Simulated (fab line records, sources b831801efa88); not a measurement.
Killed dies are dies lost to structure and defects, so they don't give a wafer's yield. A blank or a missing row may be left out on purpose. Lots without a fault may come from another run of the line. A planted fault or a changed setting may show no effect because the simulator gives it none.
Problem report in the 8D (eight disciplines) form, filled by code | flow gf180mcu | the parts of the form that need people (team, actions taken, sign-off) are left out

1. THE PROBLEM
strip_time_to_endpoint_s at GF_MVPSD_STRIP_10 reads a mean of 13.06 s on 6 wafers of 2 lots; wafers without a fault read 36.96 s with a standard deviation of 0.098. That is -99 or more standard deviations from the usual mean.
The step: strips in O2/N2.
First seen on wafer L213.4, day 8 11:32, on plasma_asher-02. The record holds 42 wafers of 14 lots with a number at this step. Rule for "out", or "out of limits": more than 4 standard deviations from the usual mean. The other wafers with a number count as sound.

2. WHAT IT IS AND WHAT IT IS NOT
question                    | is                               | is not
which readings at this step | strip_time_to_endpoint_s         | drypump_motor_current_A, heater_power_w, platen_temp_c
which lots                  | L213, L214                       | L201, L202, L203, L208, L209, L210, L211, L212, L215, L218, L220, L222
which wafers of those lots  | all that have a number           | -
read on which tools         | plasma_asher-02, plasma_asher-04 | plasma_asher-01
when                        | from day 8 11:32                 | up to then (24 sound wafers); but 12 sound wafers of L215, L218, L220, L222 came after

3. SUSPECTS, AND WHAT RULES EACH OUT
Counting: a tool at a process step up to the reading stays a suspect if it ran every lot that is out and no sound lot after the first of them.
- litho_track-01 at GF_MVPSD_COAT_02 (resist thk 3000 nm): kept. It ran every lot that is out, first L213 (day 8 03:26), and no sound lot after that; its last sound lot up to then is L212 (day 7 19:31).
Left after counting: litho_track-01 at GF_MVPSD_COAT_02.

4. THE CAUSE (what the simulator had put in)
Process parameter drift: litho_track-01, from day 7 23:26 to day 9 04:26, at GF_MVPSD_COAT_02. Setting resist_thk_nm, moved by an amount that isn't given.
Counting left only this tool.

5. THE CHAIN OF EFFECTS, in route order
Each row: a reading whose mean over the struck wafers that have a number lies more than 3 standard deviations from the usual. Only readings for which the record gives a usual standard deviation are gone through. hours: the time from each lot's start at the first step in this table that gives one to its start at this step, as a median over the lots. sigmas: the change in usual standard deviations.
hours | step              | reading                  | usual   | on struck wafers | change | sigmas
0     | GF_MVPSD_STRIP_10 | strip_time_to_endpoint_s | 36.96 s | 13.06            | -23.90 | -99 or more
The process steps in it:
- GF_MVPSD_STRIP_10: strips in O2/N2.
Later measuring or inspecting steps at which every struck wafer that the step has a row for has a number for every such reading, and none has moved that far: GF_VT_IMPLANT_RS_MEAS_47.

6. WHAT WOULD HAVE CAUGHT IT SOONER
In this record the first reading out of limits was taken at day 8 11:32, 12 hours after the fault began at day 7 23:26.
Of the tool readings at GF_MVPSD_COAT_02 for which the record gives a usual standard deviation, none was out on any struck wafer, so an alarm limit of 4 standard deviations on them would not have fired.
All the lots that are out (2) had begun GF_MVPSD_COAT_02 on litho_track-01 by day 8 11:32. A hold on the tool at that time would have spared none of them.
